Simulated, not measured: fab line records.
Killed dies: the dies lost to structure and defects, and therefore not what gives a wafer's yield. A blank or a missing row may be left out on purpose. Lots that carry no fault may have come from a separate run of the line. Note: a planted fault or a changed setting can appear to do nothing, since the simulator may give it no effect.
The tool behind it: which one?	flow gf180mcu	13 lots with 39 wafers sampled at 4 steps, on a route of 602 steps

WHAT THE GAUGES SHOWED, per wafer
GF_V4_THK_MEAS_01.
lot	measured	on	V4_CVD_00_THK (nm)
L160	day 23 14:46	film metro-04	578 579 569
L161	day 24 04:31	film metro-01	580 591 588
L162	day 24 21:51	film metro-04	580 587 568
L163	day 25 01:23	film metro-03	580 575 565
L164	day 25 09:37	film metro-04	577 559 571
L167	day 26 05:45	film metro-04	567 568 577
L168	day 26 09:28	film metro-03	563 562 556
L169	day 26 20:10	film metro-03	573 591 575
L170	day 27 10:54	film metro-04	587 576 580
L176	day 28 21:22	film metro-01	576 586 572
L178	day 29 10:46	film metro-01	580 573 592
L179	day 29 15:38	film metro-04	593 581 574
L182	day 30 11:19	film metro-01	572 586 582

GF_MIM_THK_MEAS_06.
lot	measured	on	MIM_CVD_05_THK (nm)
L160	day 24 15:08	film metro-03	42.1 42.9 42.0
L161	day 25 04:16	film metro-02	42.2 41.9 42.8
L162	day 25 21:09	film metro-02	40.9 41.2 40.9
L163	day 26 00:32	film metro-04	41.4 41.3 42.2
L164	day 26 09:06	film metro-03	40.3 41.1 41.3
L167	day 27 04:28	film metro-02	41.3 41.6 42.2
L168	day 27 08:19	film metro-04	42.1 42.0 43.2
L169	day 27 18:41	film metro-04	41.2 42.0 41.8
L170	day 28 08:44	film metro-04	41.9 42.3 42.3
L176	day 29 18:32	film metro-04	41.0 41.9 42.5
L178	day 30 07:33	film metro-03	40.8 42.0 41.8
L179	day 30 12:51	film metro-04	41.7 41.4 41.9
L182	day 31 08:05	film metro-03	42.1 41.8 41.9

TOOL THAT RAN EACH LOT (tool first, then ch and the chambers of the sampled wafers, then the start)
lot	GF_VT_IMPLANT_STRIP_31	GF_V4_ETCH_16
L160	plasma asher-03 ch 0,1, day 7 03:19	rie diel-03 ch 1,2,3, day 24 13:11
L161	plasma asher-01 ch 0,1, day 7 09:59	rie diel-02 ch 1,2, day 25 02:37
L162	plasma asher-02 ch 0,1, day 8 00:32	rie diel-02 ch 0,1,2, day 25 19:25
L163	plasma asher-03 ch 0,1, day 8 03:44	rie diel-02 ch 0,1,3, day 25 22:52
L164	plasma asher-03 ch 0,1, day 8 08:04	rie diel-02 ch 1,2,3, day 26 07:22
L167	plasma asher-03 ch 0,1, day 9 03:20	rie diel-03 ch 2,3, day 27 02:52
L168	plasma asher-03 ch 0,1, day 9 06:44	rie diel-02 ch 1,2,3, day 27 06:43
L169	plasma asher-03 ch 0,1, day 9 14:17	rie diel-03 ch 1,2,3, day 27 17:03
L170	plasma asher-03 ch 0,1, day 9 21:56	rie diel-02 ch 1,2, day 28 07:07
L176	plasma asher-01 ch 0,1, day 11 13:47	rie diel-04 ch 1,2,3, day 29 16:48
L178	plasma asher-02 ch 0,1, day 12 00:05	rie diel-02 ch 0,1,3, day 30 05:54
L179	plasma asher-02 ch 0,1, day 12 06:29	rie diel-03 ch 0,1,3, day 30 11:12
L182	plasma asher-01 ch 0,1, day 13 02:59	rie diel-04 ch 0,2, day 31 06:08
- GF_VT_IMPLANT_STRIP_31: strips in O2/N2.
- GF_V4_ETCH_16: etches BARC in N2/H2.

WHAT THE TOOLS THEMSELVES READ (means of the sampled wafers that have a number; where no wafer has one, the mark that the record gives instead)
GF_VT_IMPLANT_STRIP_31.
lot	tool	drypump motor current A (A)	heater power w (W)	o2 flow sccm (sccm)	oes product au (a.u.)	platen temp c (C)	strip time to endpoint s (s)
L160	plasma asher-03	5.9	337	2997	0.715	249.95	12.72
L161	plasma asher-01	5.0	318	3006	0.713	249.89	12.61
L162	plasma asher-02	5.9	298	2996	0.716	249.80	12.68
L163	plasma asher-03	5.7	343	2997	0.716	249.96	12.65
L164	plasma asher-03	5.9	336	3002	0.716	249.92	12.63
L167	plasma asher-03	5.9	336	3000	0.718	249.89	12.70
L168	plasma asher-03	5.7	339	3009	0.716	250.12	12.72
L169	plasma asher-03	5.9	335	3195	0.720	250.02	12.69
L170	plasma asher-03	5.7	339	3400	0.721	249.94	12.64
L176	plasma asher-01	5.0	327	3008	0.720	249.95	12.68
L178	plasma asher-02	6.1	292	2995	0.717	250.00	12.66
L179	plasma asher-02	5.9	294	3007	0.715	250.03	12.69
L182	plasma asher-01	5.3	371	3001	0.713	250.06	12.71

GF_V4_ETCH_16.
lot	tool	drypump motor current A (A)	oes product au (a.u.)	throttle valve pct (%)
L160	rie diel-03	5.3	0.854	13.236
L161	rie diel-02	5.8	0.853	13.219
L162	rie diel-02	5.9	0.853	13.222
L163	rie diel-02	6.0	0.856	13.226
L164	rie diel-02	5.9	0.856	13.220
L167	rie diel-03	5.3	0.856	13.226
L168	rie diel-02	5.8	0.854	13.221
L169	rie diel-03	5.3	0.854	13.225
L170	rie diel-02	5.7	0.858	13.221
L176	rie diel-04	5.9	0.855	13.228
L178	rie diel-02	6.0	0.856	13.231
L179	rie diel-03	5.5	0.851	13.223
L182	rie diel-04	6.0	0.851	13.223

THE ANSWER, worked out from the rows above alone
Rule: the lots themselves supply what counts as usual. The widest of any qualifying gaps counts: lots, ordered by their means at a reading, are off when they make up no more than a third of the lots, leave a main group of 4 or more, and stand apart from it by 3 or more times the standard deviation of that group's means. A main group is skipped when, at the precision printed for the reading in the tables above, its means are all equal. Also off: a lot with no number at a reading for which 4 or more lots have one. The other lots that the step has rows for count as sound. Order of review: gauges by route order, followed by the tools' own readings, for which a lot's mean as printed above is used. The first step at which some lot is off is used, and at that step the reading that is off furthest; a lot without a number counts as furthest.
Off at GF_VT_IMPLANT_STRIP_31 (o2 flow sccm): L169, L170. The main group has a mean of 3002 sccm with a standard deviation of 4.9.
If a tool, at that step or one of the process steps before it, ran each lot that is off and ran no sound lot following the first of them, it fits. One candidate fits, namely plasma asher-03 at GF_VT_IMPLANT_STRIP_31. A fault onset in the window from L168 (day 9 06:44, its last sound lot) to L169 (day 9 14:17, its first lot off) fits.
On the lots that are off, the tool's own readings at GF_VT_IMPLANT_STRIP_31 differ by more than 5 times the standard deviation of the sound lots' means, which bears it out; o2 flow sccm reads 3298 sccm there versus 3002 sccm on the sound lots.

WHAT THE SIMULATOR HAD PUT IN
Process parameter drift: plasma asher-03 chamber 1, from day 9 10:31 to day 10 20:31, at GF_VT_IMPLANT_STRIP_31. A move of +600 in setting o2 flow sccm, from 3000. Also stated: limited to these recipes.
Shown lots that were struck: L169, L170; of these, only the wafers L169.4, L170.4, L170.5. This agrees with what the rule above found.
